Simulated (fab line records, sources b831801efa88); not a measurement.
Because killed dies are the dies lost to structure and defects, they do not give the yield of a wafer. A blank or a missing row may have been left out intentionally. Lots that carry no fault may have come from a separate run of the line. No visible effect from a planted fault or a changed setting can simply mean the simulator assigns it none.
Split-lot study ; flow sky130 ; 23 wafers read across 5 lots, on a route 708 steps long

ON THE SPLIT
At SKY_VIA1_CMP_02 (polishes SiO2), the setting leave-above-ref-nm was moved away from the recipe's 345 nm on 8 of the 23 wafers read, by -6.5% to -2.2%. This setting was run at the recipe's value on the other wafers.

FROM THE SPLIT ON TO THE READING: in between, the file shows 1 step
- SKY_VIA1_ETCH_14: etches BARC in N2/H2, stops on SiO2, time 45.9 s, target depth 60 nm (also split here: source-w)

THE READING
oes-product-au, in a.u., at SKY_VIA1_ETCH_15 (etches SiO2 in C4F8/O2/Ar, stops on TiN, target depth 351 nm, time 54 s). Fault-free wafers of this fab line usually give 0.979 a.u., standard deviation 0.0062 a.u.

wafer;tool, chamber at the split;leave-above-ref-nm as run, nm;against the recipe;oes-product-au, a.u.;against lot-mates on the recipe
L077.1;cmp-01, 0;345;recipe;0.976;-
L077.2;cmp-01, 1;322.7;-6.5%;0.938;-0.042
L077.3;cmp-01, 2;345;recipe;0.983;-
L077.5;cmp-01, 2;322.7;-6.5%;0.944;-0.036
L077.6;cmp-01, 1;322.7;-6.5%;0.939;-0.041
L080.2;cmp-01, 1;345;recipe;0.983;-
L080.4;cmp-01, 2;345;recipe;0.982;-
L080.5;cmp-01, 3;345;recipe;0.986;-
L082.1;cmp-01, 1;337.5;-2.2%;0.968;-0.008
L082.3;cmp-01, 3;337.5;-2.2%;0.974;-0.002
L082.4;cmp-01, 0;345;recipe;0.976;-
L082.5;cmp-01, 0;345;recipe;0.977;-
L082.6;cmp-01, 1;345;recipe;0.976;-
L084.1;cmp-01, 3;329.6;-4.5%;0.967;-0.021
L084.2;cmp-01, 2;345;recipe;0.982;-
L084.3;cmp-01, 0;329.6;-4.5%;0.965;-0.023
L084.5;cmp-01, 0;329.6;-4.5%;0.960;-0.028
L084.6;cmp-01, 3;345;recipe;0.993;-
L085.1;cmp-01, 3;345;recipe;0.977;-
L085.2;cmp-01, 0;345;recipe;0.970;-
L085.3;cmp-01, 1;345;recipe;0.982;-
L085.4;cmp-01, 2;345;recipe;0.962;-
L085.5;cmp-01, 3;345;recipe;0.972;-

THE FIT
A straight line over all 23 wafers: oes-product-au changes by +0.0051 a.u. for each +1% of leave-above-ref-nm; r = +0.87; the points scatter about the line by 0.0073 a.u.
The same after taking each lot's own level away (the mean of its wafers on the recipe; 23 wafers): +0.00577 a.u. for each +1%; r = +0.95; scatter 0.0049 a.u.
The reading moves by 0.037 a.u. for the largest change in leave-above-ref-nm, on that fit.
From 0.9726 to 0.9875 a.u.: that is the span of the lots' own levels, equal to 2.4 times the standard deviation above.
So the lot-to-lot level changes the slope: the two fits differ.
Check: with one of the wafers moved furthest among these (-6.5%) left out of the fit, the line predicts -0.0353 a.u. for it against its lot-mates. It came out at -0.0415 a.u. against them.

THE OTHER SPLITS THESE WAFERS WENT THROUGH
Other splits were also applied to these wafers ahead of the reading. Each is held against what the fit with the lots' levels taken away leaves over:
other split on the same wafers;wafers away from the commonest value;r with oes-product-au (lot level and that fit taken away)
SKY_LOCAL_INTERCONNECT_COAT_06 spin-rpm;8;+0.09
SKY_CONTACT_COAT_09 resist-thk-nm;7;+0.26
SKY_CONTACT_DEVELOP_13 develop-time-s;10;+0.01
SKY_METAL1_SPUTTER_02 time-s;11;+0.11
SKY_VIA1_ETCH_14 source-w;9;-0.02

THE WHOLE CHAIN: every reading that the file lists as answering this split, in the file's order
step;what it does;reading;change (the file's fit);r (the file's)
SKY_VIA1_CMP_02;polishes SiO2;SiO2_of_VIA1_HDPCVD_00.thk-nm (the simulator's own value, which no gauge read);+3.37 nm for each +1% of the setting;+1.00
SKY_VIA1_ETCH_15;etches SiO2 in C4F8/O2/Ar, stops on TiN, target depth 351 nm, time 54 s;oes-product-au;+0.00564 a.u. for each +1% of the setting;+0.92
SKY_VIA1_ETCH_15;etches SiO2 in C4F8/O2/Ar, stops on TiN, target depth 351 nm, time 54 s;VIA1.feature-depth-nm (the simulator's own value, which no gauge read);+3.4 nm for each +1% of the setting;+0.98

FILE'S OWN FIT
oes-product-au changes by +0.00564 a.u. for each +1% of leave-above-ref-nm, r = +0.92.
